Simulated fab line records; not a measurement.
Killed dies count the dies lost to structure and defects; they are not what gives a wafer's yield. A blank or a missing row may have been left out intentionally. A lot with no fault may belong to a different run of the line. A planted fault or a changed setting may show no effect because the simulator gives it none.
fab line records    flow sky130
[record] lots = 14  wafers = 42  lastDay = 50
route steps=708 shown POLY_CUT@316 SD_P@328 RES_XHIGH@335 SD_N@349 PAD_OPEN@708
lots with no fault: from the same line, run without faults
startH: the number of hours between the record's first day and the start of the first shown wafer of the lot    waitH: how many hours have passed since the lot's step before this one    " the same as in the row above    L1.1+2: several wafers, shown together as one row    - no value, or no start was given    * or withheld: withheld    < > ~ a bound
route shown NAME@n: names a module that has steps shown in the file, with the first one's number in the route    usual: mean and standard deviation over wafers with no fault    same: alike in all rows    chamber/n: place in a boat    sites: per-site readings    _std_site: their standard deviation    _edge_site: outer sites' mean less inner sites'    radiusMm: for every site, how far away it sits from the centre of the wafer    mask NAME#n: copy n    behind: the last tool/chamber to shape the wafer    hold: why the lot went on hold/how many hours it stayed there/how the hold came to an end    device: the transistor (n, p or np) that didn't switch    end of line: tests run on the same wafers once the route is complete    a step with no rows: only its recipe    killed: at the first sort, the dies lost to defects and structure; wafer yield is something else    map: a wafer's dies, x killed, . not, _ none there
set.NAME: the setting the step ran with; set.NAME@STEP: the setting that earlier step ran with    model.NAME: the simulator's own value behind a step, which no gauge read
the route's steps for a sample of lots (tables are steps, rows are wafers)
services: the hour from which a tool's chamber was out of use, counted from the record's first day as startH (under 0 if before that day), plus the number of hours and why
[[steps]]
[step SKY_POLY_CUT_OVL_MEAS_09]
[usual] POLY_CUT_OVL = -2/6.2
lot.wafer  tool        chamber  startH  waitH  POLY_CUT_OVL[nm]
L197.1     overlay-01  -        565.12  0.1    -13
L197.3     "           -        "       "      -2
L197.5     "           -        "       "      -11
L199.1     overlay-01  -        585.76  0.1    -10
L199.4     "           -        "       "      8
L199.6     "           -        "       "      -4
L201.4     overlay-02  -        595.48  0.1    2
L201.5     "           -        "       "      -1
L201.6     "           -        "       "      5
L200.1     overlay-02  -        597.21  0.1    -1
L200.2     "           -        "       "      13
L200.5     "           -        "       "      -3
L203.1     overlay-01  -        607.42  0.1    -5
L203.2     "           -        "       "      -5
L203.3     "           -        "       "      -2
L204.2     overlay-02  -        621.57  0.1    -5
L204.4     "           -        "       "      -2
L204.6     "           -        "       "      6
L205.2     overlay-01  -        623.73  0.1    -6
L205.3     "           -        "       "      3
L205.4     "           -        "       "      -6
L207.2     overlay-02  -        652.97  0.1    9
L207.5     "           -        "       "      1
L207.6     "           -        "       "      17
L208.2     overlay-02  -        658.13  0.1    7
L208.3     "           -        "       "      -2
L208.4     "           -        "       "      7
L213.1     overlay-01  -        701.27  0.1    -15
L213.3     "           -        "       "      -11
L213.6     "           -        "       "      -10
L214.2     overlay-02  -        704.18  0.1    6
L214.3     "           -        "       "      -9
L214.6     "           -        "       "      8
L217.2     overlay-02  -        722.43  0.1    -5
L217.3     "           -        "       "      0
L217.6     "           -        "       "      -1
L219.2     overlay-01  -        739.27  0.1    -5
L219.3     "           -        "       "      -12
L219.5     "           -        "       "      -6
L220.1     overlay-02  -        745.46  0.1    -5
L220.2     "           -        "       "      1
L220.3     "           -        "       "      -7
[step SKY_SD_P_OVL_MEAS_08]
[usual] SD_P_OVL = -0.2/1.4
lot.wafer  tool        chamber  startH  waitH  SD_P_OVL[nm]
L197.1     overlay-01  -        595.37  0.1    2.2
L197.3     "           -        "       "      1.7
L197.5     "           -        "       "      0.1
L199.1     overlay-01  -        614.04  0.1    -0.3
L199.4     "           -        "       "      2.7
L199.6     "           -        "       "      0.1
L201.4     overlay-02  -        625.29  0.1    2.4
L201.5     "           -        "       "      -0.9
L201.6     "           -        "       "      -1.0
L200.1     overlay-01  -        626.52  0.1    0.6
L200.2     "           -        "       "      1.6
L200.5     "           -        "       "      0.9
L203.1     overlay-01  -        636.25  0.1    1.6
L203.2     "           -        "       "      -0.7
L203.3     "           -        "       "      1.5
L204.2     overlay-02  -        650.38  0.1    0.0
L204.4     "           -        "       "      -0.8
L204.6     "           -        "       "      -1.2
L205.2     overlay-01  -        652.98  0.1    1.0
L205.3     "           -        "       "      2.0
L205.4     "           -        "       "      2.4
L207.2     overlay-01  -        681.58  0.1    -1.5
L207.5     "           -        "       "      0.1
L207.6     "           -        "       "      0.9
L208.2     overlay-02  -        686.13  0.1    0.2
L208.3     "           -        "       "      -2.1
L208.4     "           -        "       "      -1.9
L213.1     overlay-02  -        729.12  0.1    -0.5
L213.3     "           -        "       "      1.1
L213.6     "           -        "       "      1.7
L214.2     overlay-02  -        731.38  0.1    0.4
L214.3     "           -        "       "      0.4
L214.6     "           -        "       "      -1.3
L217.2     overlay-01  -        749.18  0.1    0.6
L217.3     "           -        "       "      -0.3
L217.6     "           -        "       "      0.8
L219.2     overlay-01  -        763.99  0.1    -2.3
L219.3     "           -        "       "      -1.8
L219.5     "           -        "       "      -1.4
L220.1     overlay-01  -        771.07  0.1    -1.0
L220.2     "           -        "       "      -1.6
L220.3     "           -        "       "      -1.8
[step SKY_RES_XHIGH_SOFTBAKE_03]
[recipe] tempC = 90  timeS = 60  resist = NOVOLAK
[usual] heaterPowerTotalW = 56.59/0.047  resistLineTempC = 23.01/0.12  runLengthS = 89.02/0.14
lot.wafer  tool           chamber  startH  waitH  heaterPowerTotalW  resistLineTempC  runLengthS
L197.1     lithoTrack-03  0        610.29  0.1    56.58              22.82            89.12
L197.3     "              0        "       "      56.60              23.07            89.04
L197.5     "              0        "       "      56.57              23.15            88.96
L199.1     lithoTrack-02  0        628.45  0.1    56.57              23.10            89.02
L199.4     "              0        "       "      56.58              23.22            88.88
L199.6     "              0        "       "      56.62              23.09            88.93
L201.4     lithoTrack-03  0        639.92  0.1    56.51              23.11            89.13
L201.5     "              0        "       "      56.53              23.10            89.01
L201.6     "              0        "       "      56.58              23.11            89.11
L200.1     lithoTrack-04  0        641.06  0.1    56.57              22.89            88.93
L200.2     "              0        "       "      56.62              22.92            88.92
L200.5     "              0        "       "      56.57              23.01            89.31
L203.1     lithoTrack-03  0        651.69  0.1    56.55              23.11            89.05
L203.2     "              0        "       "      56.57              22.98            89.15
L203.3     "              0        "       "      56.58              22.90            89.24
L204.2     lithoTrack-02  0        663.83  0.1    56.59              23.19            88.92
L204.4     "              0        "       "      56.58              23.02            88.96
L204.6     "              0        "       "      56.64              23.13            88.78
L205.2     lithoTrack-03  0        666.47  0.1    56.61              23.09            88.96
L205.3     "              0        "       "      56.59              23.04            88.95
L205.4     "              0        "       "      56.54              23.10            89.07
L207.2     lithoTrack-03  0        695.02  0.1    56.49              23.02            89.44
L207.5     "              0        "       "      56.64              22.90            89.07
L207.6     "              0        "       "      56.69              22.94            88.97
L208.2     lithoTrack-04  0        700.78  0.1    56.62              22.72            88.94
L208.3     "              0        "       "      56.54              23.08            89.10
L208.4     "              0        "       "      56.55              22.98            89.01
L213.1     lithoTrack-04  0        743.51  0.1    62.62              22.97            73.19
L213.3     "              0        "       "      62.55              22.87            73.18
L213.6     "              0        "       "      56.61              22.93            89.08
L214.2     lithoTrack-04  0        745.08  0.1    56.63              23.00            88.94
L214.3     "              0        "       "      62.59              22.86            73.16
L214.6     "              0        "       "      56.56              23.01            89.10
L217.2     lithoTrack-02  0        761.93  0.1    56.58              23.01            88.76
L217.3     "              0        "       "      56.69              22.88            89.22
L217.6     "              0        "       "      56.54              22.96            88.89
L219.2     lithoTrack-03  0        778.12  0.1    56.61              23.16            89.13
L219.3     "              0        "       "      56.56              23.07            88.99
L219.5     "              0        "       "      56.59              23.12            89.18
L220.1     lithoTrack-02  0        783.95  0.1    56.53              23.18            88.93
L220.2     "              0        "       "      56.52              23.02            88.86
L220.3     "              0        "       "      56.63              23.10            88.84
[step SKY_SD_N_CD_MEAS_07]
[recipe] targetCdNm = 380
[usual] cdNm = 380/3.2
lot.wafer  tool      chamber  startH  waitH  cdNm
L197.1     cdSem-02  -        653.96  0.1    379
L197.3     "         -        "       "      384
L197.5     "         -        "       "      382
L199.1     cdSem-01  -        671.19  0.1    380
L199.4     "         -        "       "      379
L199.6     "         -        "       "      377
L201.4     cdSem-01  -        682.76  0.1    380
L201.5     "         -        "       "      380
L201.6     "         -        "       "      378
L200.1     cdSem-01  -        683.91  0.1    373
L200.2     "         -        "       "      376
L200.5     "         -        "       "      375
L203.1     cdSem-02  -        692.90  0.1    379
L203.2     "         -        "       "      378
L203.3     "         -        "       "      378
L204.2     cdSem-02  -        706.92  0.1    382
L204.4     "         -        "       "      384
L204.6     "         -        "       "      383
L205.2     cdSem-02  -        710.32  0.1    386
L205.3     "         -        "       "      383
L205.4     "         -        "       "      384
L207.2     cdSem-02  -        737.56  0.1    384
L207.5     "         -        "       "      385
L207.6     "         -        "       "      387
L208.2     cdSem-02  -        742.86  0.1    381
L208.3     "         -        "       "      380
L208.4     "         -        "       "      380
L213.1     cdSem-01  -        781.36  0.1    384
L213.3     "         -        "       "      383
L213.6     "         -        "       "      384
L214.2     cdSem-02  -        783.51  0.1    376
L214.3     "         -        "       "      378
L214.6     "         -        "       "      378
L217.2     cdSem-01  -        802.93  0.1    380
L217.3     "         -        "       "      380
L217.6     "         -        "       "      381
L219.2     cdSem-01  -        817.77  0.1    379
L219.3     "         -        "       "      380
L219.5     "         -        "       "      377
L220.1     cdSem-01  -        824.80  0.1    381
L220.2     "         -        "       "      384
L220.3     "         -        "       "      384
[step SKY_PAD_OPEN_PROBE_99]
[usual] killed_at_M0_to_M3 = 43/6.8  killed_at_M4_up = 3.2/1.7  killedAtContacts = 24/5.7  killedAtFrontEnd = 16/4.3  killedAtOther = 0.3/0.56  killedDies = 86/9.5  killedOpen = 47/6.9  killedShort = 39/5.8
[same] grossDies = 492  killedAtBackSide = 0
lot.wafer  tool       chamber  startH   waitH  killed_at_M0_to_M3  killed_at_M4_up  killedAtContacts  killedAtFrontEnd  killedAtOther  killedDies  killedOpen  killedShort
L197.1     prober-02  -        1078.41  0.1    49                  3                22                17                0              91          54          37
L197.3     prober-02  -        1078.51  0.2    34                  3                29                23                0              89          47          42
L197.5     prober-02  -        1078.61  0.2    41                  5                34                20                0              100         65          35
L199.1     prober-02  -        1090.17  0.1    54                  2                26                15                0              97          53          44
L199.4     prober-02  -        1090.32  0.2    48                  3                17                11                0              79          40          39
L199.6     prober-02  -        1090.42  0.2    44                  5                22                10                0              81          45          36
L201.4     prober-01  -        1100.13  0.2    58                  3                32                13                0              106         57          49
L201.5     prober-01  -        1100.18  0.2    43                  1                15                12                0              71          37          34
L201.6     prober-01  -        1100.23  0.2    48                  3                28                10                0              89          51          38
L200.1     prober-02  -        1102.54  0.1    39                  2                18                13                0              72          40          32
L200.2     prober-02  -        1102.59  0.1    37                  3                21                22                0              83          46          37
L200.5     prober-02  -        1102.74  0.2    42                  3                28                18                0              91          51          39
L203.1     prober-01  -        1110.23  0.1    34                  2                13                13                1              63          33          30
L203.2     prober-01  -        1110.28  0.1    35                  4                25                17                0              81          38          42
L203.3     prober-01  -        1110.33  0.2    40                  5                20                12                1              78          36          42
L204.2     prober-01  -        1117.36  0.1    40                  4                26                14                0              84          50          31
L204.4     prober-01  -        1117.46  0.2    34                  5                32                17                0              88          52          36
L204.6     prober-01  -        1117.56  0.2    43                  2                27                21                0              93          44          48
L205.2     prober-02  -        1120.97  0.1    47                  6                26                8                 0              87          46          41
L205.3     prober-02  -        1121.02  0.2    43                  3                32                15                0              93          51          42
L205.4     prober-02  -        1121.07  0.2    49                  3                15                19                0              86          46          40
L207.2     prober-02  -        1138.22  0.1    45                  3                24                12                1              85          42          42
L207.5     prober-02  -        1138.37  0.2    28                  3                16                21                0              68          35          32
L207.6     prober-02  -        1138.42  0.2    43                  1                26                22                0              92          49          41
L208.2     prober-01  -        1142.68  0.1    44                  4                18                14                1              81          45          36
L208.3     prober-01  -        1142.73  0.2    29                  4                22                19                0              74          49          25
L208.4     prober-01  -        1142.78  0.2    46                  4                15                19                0              84          54          29
L213.1     prober-02  -        1171.82  0.1    48                  1                18                16                0              83          43          40
L213.3     prober-02  -        1171.92  0.2    43                  1                29                25                0              98          62          35
L213.6     prober-02  -        1172.07  0.2    50                  5                19                16                1              91          47          44
L214.2     prober-01  -        1176.51  0.1    49                  1                19                17                0              86          39          47
L214.3     prober-01  -        1176.56  0.2    54                  2                20                22                0              98          55          40
L214.6     prober-01  -        1176.71  0.2    42                  3                20                14                0              79          47          32
L217.2     prober-01  -        1186.88  0.1    28                  1                19                12                2              62          31          30
L217.3     prober-01  -        1186.93  0.2    37                  3                23                13                0              76          42          34
L217.6     prober-01  -        1187.08  0.2    43                  2                22                12                0              79          44          35
L219.2     prober-01  -        1194.91  0.1    30                  2                20                18                1              71          42          29
L219.3     prober-01  -        1194.96  0.2    43                  1                32                24                1              101         58          41
L219.5     prober-01  -        1195.06  0.2    41                  5                26                15                2              89          38          49
L220.1     prober-01  -        1198.59  0.1    38                  6                16                13                1              74          40          34
L220.2     prober-01  -        1198.64  0.1    49                  2                23                20                0              94          61          33
L220.3     prober-01  -        1198.69  0.2    45                  1                21                15                0              82          43          38
// killed by level:class
L197.1 VIA1:geometricParticle:open=17 VIA3:geometricParticle:open=11 CONTACT:geometricParticle:open=8 FIELD_ISO:geometricParticle:short=6 VIA2:geometricParticle:open=6 LOCAL_INTERCONNECT:geometricParticle:short=5 POLY_GATE:geometricParticle:short=4 CONTACT:geometricParticle:short=4
L197.3 VIA3:geometricParticle:open=8 CONTACT:geometricParticle:open=7 FIELD_ISO:geometricParticle:open=7 LOCAL_INTERCONNECT:geometricParticle:short=7 CONTACT:geometricParticle:short=7 VIA1:geometricParticle:open=6 FIELD_ISO:geometricParticle:short=5 POLY_GATE:geometricParticle:open=5
L197.5 VIA1:geometricParticle:open=17 LI_CONTACT:geometricParticle:open=11 CONTACT:geometricParticle:open=10 FIELD_ISO:geometricParticle:open=7 LOCAL_INTERCONNECT:geometricParticle:short=6 VIA2:geometricParticle:open=6 CONTACT:geometricParticle:short=5 VIA3:geometricParticle:open=5
L199.1 VIA1:geometricParticle:open=12 LI_CONTACT:geometricParticle:open=11 VIA2:geometricParticle:open=9 CONTACT:geometricParticle:short=6 METAL1:geometricParticle:short=6 VIA1:geometricParticle:short=6 METAL2:geometricParticle:short=6 POLY_GATE:geometricParticle:open=5
L199.4 METAL2:geometricParticle:short=7 LI_CONTACT:geometricParticle:open=6 CONTACT:geometricParticle:open=6 VIA1:geometricParticle:open=6 METAL1:geometricParticle:short=5 VIA3:geometricParticle:short=5 VIA2:geometricParticle:open=5 METAL3:geometricParticle:short=5
L199.6 VIA1:geometricParticle:open=11 VIA3:geometricParticle:open=8 LI_CONTACT:geometricParticle:short=6 LI_CONTACT:geometricParticle:open=6 FIELD_ISO:geometricParticle:short=5 CONTACT:geometricParticle:open=5 VIA2:geometricParticle:open=5 CONTACT:geometricParticle:short=4
L201.4 CONTACT:geometricParticle:open=13 METAL1:geometricParticle:short=10 VIA1:geometricParticle:open=10 LI_CONTACT:geometricParticle:open=8 METAL2:geometricParticle:short=8 VIA3:geometricParticle:open=7 VIA3:geometricParticle:short=6 FIELD_ISO:geometricParticle:open=5
L201.5 VIA2:geometricParticle:open=8 CONTACT:geometricParticle:open=6 VIA1:geometricParticle:open=6 VIA3:geometricParticle:short=5 METAL1:geometricParticle:short=5 VIA2:geometricParticle:short=5 VIA3:geometricParticle:open=5 FIELD_ISO:geometricParticle:open=3
L201.6 LI_CONTACT:geometricParticle:open=10 CONTACT:geometricParticle:open=8 METAL2:geometricParticle:short=8 VIA1:geometricParticle:open=8 METAL1:geometricParticle:open=6 FIELD_ISO:geometricParticle:open=5 METAL1:geometricParticle:short=5 VIA3:geometricParticle:short=5
L200.1 CONTACT:geometricParticle:open=10 VIA1:geometricParticle:open=7 FIELD_ISO:geometricParticle:short=5 METAL1:geometricParticle:short=5 VIA1:geometricParticle:short=5 VIA2:geometricParticle:open=5 LI_CONTACT:geometricParticle:open=4 VIA2:geometricParticle:short=4
L200.2 VIA1:geometricParticle:open=7 FIELD_ISO:geometricParticle:open=6 LI_CONTACT:geometricParticle:open=6 CONTACT:geometricParticle:open=6 VIA3:geometricParticle:open=6 POLY_GATE:geometricParticle:open=5 METAL1:geometricParticle:short=5 POLY_GATE:geometricParticle:short=4
L200.5 CONTACT:geometricParticle:open=11 LI_CONTACT:geometricParticle:open=10 VIA1:geometricParticle:open=10 VIA2:geometricParticle:open=7 FIELD_ISO:geometricParticle:short=5 METAL2:geometricParticle:short=5 CONTACT:geometricParticle:short=4 METAL1:geometricParticle:short=4
L203.1 VIA3:geometricParticle:open=9 VIA1:geometricParticle:open=5 METAL2:geometricParticle:short=5 POLY_GATE:geometricParticle:short=4 LI_CONTACT:geometricParticle:open=4 VIA2:geometricParticle:open=4 LOCAL_INTERCONNECT:geometricParticle:short=3 CONTACT:geometricParticle:open=3
L203.2 METAL1:geometricParticle:short=10 LI_CONTACT:geometricParticle:open=8 CONTACT:geometricParticle:open=7 VIA2:geometricParticle:open=7 POLY_GATE:geometricParticle:short=5 CONTACT:geometricParticle:short=5 VIA1:geometricParticle:open=5 VIA3:geometricParticle:open=5
L203.3 LI_CONTACT:geometricParticle:open=7 CONTACT:geometricParticle:short=7 VIA1:geometricParticle:open=7 VIA1:geometricParticle:short=6 METAL2:geometricParticle:short=6 CONTACT:geometricParticle:open=4 METAL1:geometricParticle:short=4 VIA2:geometricParticle:short=4
L204.2 LI_CONTACT:geometricParticle:open=11 VIA1:geometricParticle:open=11 CONTACT:geometricParticle:open=7 VIA3:geometricParticle:open=6 POLY_GATE:geometricParticle:short=5 METAL1:geometricParticle:short=5 VIA2:geometricParticle:open=5 METAL4:geometricParticle:short=4
L204.4 CONTACT:geometricParticle:open=17 VIA1:geometricParticle:open=10 FIELD_ISO:geometricParticle:open=6 VIA3:geometricParticle:open=6 LOCAL_INTERCONNECT:geometricParticle:short=5 FIELD_ISO:geometricParticle:short=4 POLY_GATE:geometricParticle:short=4 LI_CONTACT:geometricParticle:open=4
L204.6 LI_CONTACT:geometricParticle:open=10 VIA1:geometricParticle:open=9 METAL1:geometricParticle:short=7 CONTACT:geometricParticle:short=7 LOCAL_INTERCONNECT:geometricParticle:short=5 VIA3:geometricParticle:open=5 FIELD_ISO:geometricParticle:short=4 FIELD_ISO:geometricParticle:open=4
L205.2 CONTACT:geometricParticle:open=12 VIA2:geometricParticle:short=9 VIA1:geometricParticle:open=8 CONTACT:geometricParticle:short=5 LI_CONTACT:geometricParticle:open=5 VIA1:geometricParticle:short=5 VIA2:geometricParticle:open=5 VIA3:geometricParticle:open=5
L205.3 VIA1:geometricParticle:open=12 CONTACT:geometricParticle:open=12 LI_CONTACT:geometricParticle:open=10 FIELD_ISO:geometricParticle:short=5 VIA3:geometricParticle:open=5 VIA2:geometricParticle:open=5 LI_CONTACT:geometricParticle:short=4 VIA1:geometricParticle:short=4
L205.4 VIA1:geometricParticle:open=17 VIA1:geometricParticle:short=9 METAL2:geometricParticle:short=7 FIELD_ISO:geometricParticle:short=6 LI_CONTACT:geometricParticle:open=6 METAL1:geometricParticle:short=5 CONTACT:geometricParticle:open=4 FIELD_ISO:geometricParticle:open=3
L207.2 LI_CONTACT:geometricParticle:open=10 VIA3:geometricParticle:open=8 VIA1:geometricParticle:open=8 CONTACT:geometricParticle:short=7 VIA1:geometricParticle:short=7 METAL1:geometricParticle:short=6 FIELD_ISO:geometricParticle:short=4 VIA2:geometricParticle:short=4
L207.5 FIELD_ISO:geometricParticle:short=7 CONTACT:geometricParticle:open=7 SPACER:geometricParticle:open=6 VIA1:geometricParticle:open=6 VIA3:geometricParticle:open=5 POLY_GATE:geometricParticle:open=4 LOCAL_INTERCONNECT:geometricParticle:short=4 METAL2:geometricParticle:short=4
L207.6 CONTACT:geometricParticle:open=11 FIELD_ISO:geometricParticle:short=9 VIA2:geometricParticle:open=8 VIA1:geometricParticle:open=7 VIA3:geometricParticle:open=6 SPACER:geometricParticle:open=5 LI_CONTACT:geometricParticle:short=5 VIA2:geometricParticle:short=5
L208.2 VIA1:geometricParticle:open=13 POLY_GATE:geometricParticle:short=6 VIA3:geometricParticle:open=6 METAL2:geometricParticle:short=6 LI_CONTACT:geometricParticle:open=5 CONTACT:geometricParticle:open=5 VIA2:geometricParticle:open=5 VIA1:geometricParticle:short=4
L208.3 CONTACT:geometricParticle:open=9 VIA1:geometricParticle:open=7 POLY_GATE:geometricParticle:open=6 LI_CONTACT:geometricParticle:open=5 VIA2:geometricParticle:open=4 FIELD_ISO:geometricParticle:short=3 FIELD_ISO:geometricParticle:open=3 LOCAL_INTERCONNECT:geometricParticle:short=3
L208.4 VIA1:geometricParticle:open=16 VIA2:geometricParticle:open=9 FIELD_ISO:geometricParticle:open=7 CONTACT:geometricParticle:open=7 POLY_GATE:geometricParticle:open=6 CONTACT:geometricParticle:short=4 METAL1:geometricParticle:short=4 METAL4:geometricParticle:short=4
L213.1 VIA1:geometricParticle:open=10 VIA3:geometricParticle:open=10 CONTACT:geometricParticle:open=7 FIELD_ISO:geometricParticle:short=6 METAL2:geometricParticle:short=5 METAL3:geometricParticle:short=4 POLY_GATE:geometricParticle:short=4 METAL1:geometricParticle:short=4
L213.3 VIA1:geometricParticle:open=17 LI_CONTACT:geometricParticle:open=10 VIA2:geometricParticle:open=9 POLY_GATE:geometricParticle:short=6 CONTACT:geometricParticle:short=5 CONTACT:geometricParticle:open=5 FIELD_ISO:geometricParticle:open=4 POLY_GATE:geometricParticle:open=4
L213.6 VIA1:geometricParticle:open=11 VIA3:geometricParticle:open=9 CONTACT:geometricParticle:open=7 VIA1:geometricParticle:short=6 CONTACT:geometricParticle:short=6 LI_CONTACT:geometricParticle:open=5 METAL2:geometricParticle:short=5 VIA3:geometricParticle:short=5
L214.2 VIA1:geometricParticle:short=11 METAL1:geometricParticle:short=7 VIA2:geometricParticle:open=6 VIA3:geometricParticle:open=6 FIELD_ISO:geometricParticle:open=5 POLY_GATE:geometricParticle:open=5 LI_CONTACT:geometricParticle:open=5 LOCAL_INTERCONNECT:geometricParticle:short=5
L214.3 VIA1:geometricParticle:open=14 LI_CONTACT:geometricParticle:open=8 VIA3:geometricParticle:open=8 VIA2:geometricParticle:open=8 POLY_GATE:geometricParticle:short=6 CONTACT:geometricParticle:open=5 VIA3:geometricParticle:short=5 FIELD_ISO:geometricParticle:short=4
L214.6 VIA3:geometricParticle:open=9 VIA1:geometricParticle:short=9 VIA1:geometricParticle:open=9 LI_CONTACT:geometricParticle:open=8 CONTACT:geometricParticle:open=6 FIELD_ISO:geometricParticle:short=5 POLY_GATE:geometricParticle:open=5 VIA3:geometricParticle:short=4
L217.2 LI_CONTACT:geometricParticle:open=6 CONTACT:geometricParticle:short=6 VIA1:geometricParticle:open=5 POLY_GATE:geometricParticle:open=4 METAL2:geometricParticle:short=4 VIA3:geometricParticle:open=4 FIELD_ISO:geometricParticle:open=3 METAL3:geometricParticle:short=3
L217.3 VIA1:geometricParticle:open=8 VIA2:geometricParticle:open=7 LI_CONTACT:geometricParticle:open=7 METAL2:geometricParticle:short=5 CONTACT:geometricParticle:open=5 FIELD_ISO:geometricParticle:short=4 METAL1:geometricParticle:short=3 POLY_GATE:geometricParticle:short=3
L217.6 CONTACT:geometricParticle:open=8 METAL2:geometricParticle:short=8 VIA1:geometricParticle:open=6 LI_CONTACT:geometricParticle:open=6 POLY_GATE:geometricParticle:open=5 VIA1:geometricParticle:short=5 VIA2:geometricParticle:open=5 VIA3:geometricParticle:open=5
L219.2 LI_CONTACT:geometricParticle:open=11 FIELD_ISO:geometricParticle:open=9 VIA2:geometricParticle:open=5 VIA1:geometricParticle:open=5 METAL3:geometricParticle:short=4 VIA1:geometricParticle:short=4 METAL2:geometricParticle:short=4 CONTACT:geometricParticle:short=4
L219.3 CONTACT:geometricParticle:open=14 VIA1:geometricParticle:open=14 LI_CONTACT:geometricParticle:open=8 FIELD_ISO:geometricParticle:short=7 CONTACT:geometricParticle:short=7 VIA2:geometricParticle:open=7 FIELD_ISO:geometricParticle:open=6 VIA1:geometricParticle:short=6
L219.5 CONTACT:geometricParticle:open=9 VIA1:geometricParticle:open=9 METAL1:geometricParticle:short=8 VIA3:geometricParticle:open=6 METAL2:geometricParticle:short=6 CONTACT:geometricParticle:short=6 LI_CONTACT:geometricParticle:open=5 LOCAL_INTERCONNECT:geometricParticle:short=4
L220.1 VIA1:geometricParticle:open=9 LI_CONTACT:geometricParticle:open=7 VIA2:geometricParticle:open=7 METAL4:geometricParticle:short=5 CONTACT:geometricParticle:open=4 VIA3:geometricParticle:open=4 POLY_CUT:geometricParticle:short=3 POLY_GATE:geometricParticle:open=3
L220.2 CONTACT:geometricParticle:open=11 VIA2:geometricParticle:open=10 VIA1:geometricParticle:open=9 POLY_GATE:geometricParticle:open=7 VIA3:geometricParticle:open=6 LI_CONTACT:geometricParticle:open=5 VIA1:geometricParticle:short=5 METAL2:geometricParticle:short=5
L220.3 VIA1:geometricParticle:open=14 VIA3:geometricParticle:open=9 FIELD_ISO:geometricParticle:short=8 CONTACT:geometricParticle:open=6 VIA2:geometricParticle:short=5 LOCAL_INTERCONNECT:geometricParticle:short=4 METAL1:geometricParticle:short=4 LI_CONTACT:geometricParticle:open=4
[[services]]
tool           chamber  startH  hours  kind
lithoTrack-03  -        619.56  -      consumableReplace:filter
[[key]]
[firstSign] step = SKY_RES_XHIGH_SOFTBAKE_03  reading = heaterPowerTotalW  direction = up  sigmas = 99+  usual = *  struck = *
[effect] step = SKY_RES_XHIGH_SOFTBAKE_03  reading = runLengthS  direction = down  sigmas = 99+  usual = *  struck = *
metAt SKY_RES_XHIGH_SOFTBAKE_03
struckLots L213,L214
struckWafers L213.1,L213.3,L214.3
testerLeftOut L213,L214
notActingAt SKY_POLY_CUT_OVL_MEAS_09,SKY_SD_P_OVL_MEAS_08,SKY_SD_N_CD_MEAS_07
onsetBetween 700.78 743.51
[fault] kind = processParameterDrift  tool = lithoTrack-04  chamber = -  onsetH = 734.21  steps = SKY_RES_XHIGH_SOFTBAKE_03  channel = timeS  offset = *  shape = step  endH = 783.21  scope = struckWafersOnly  actsIn = *  stated = *
// testerLeftOut: of these lots the tester's yield and bins aren't shown, on N5 and GAA mostly nor the transistor test; their killed dies are dies lost to structure and defects alone, not to doping, threshold or leakage, so they don't give the yield
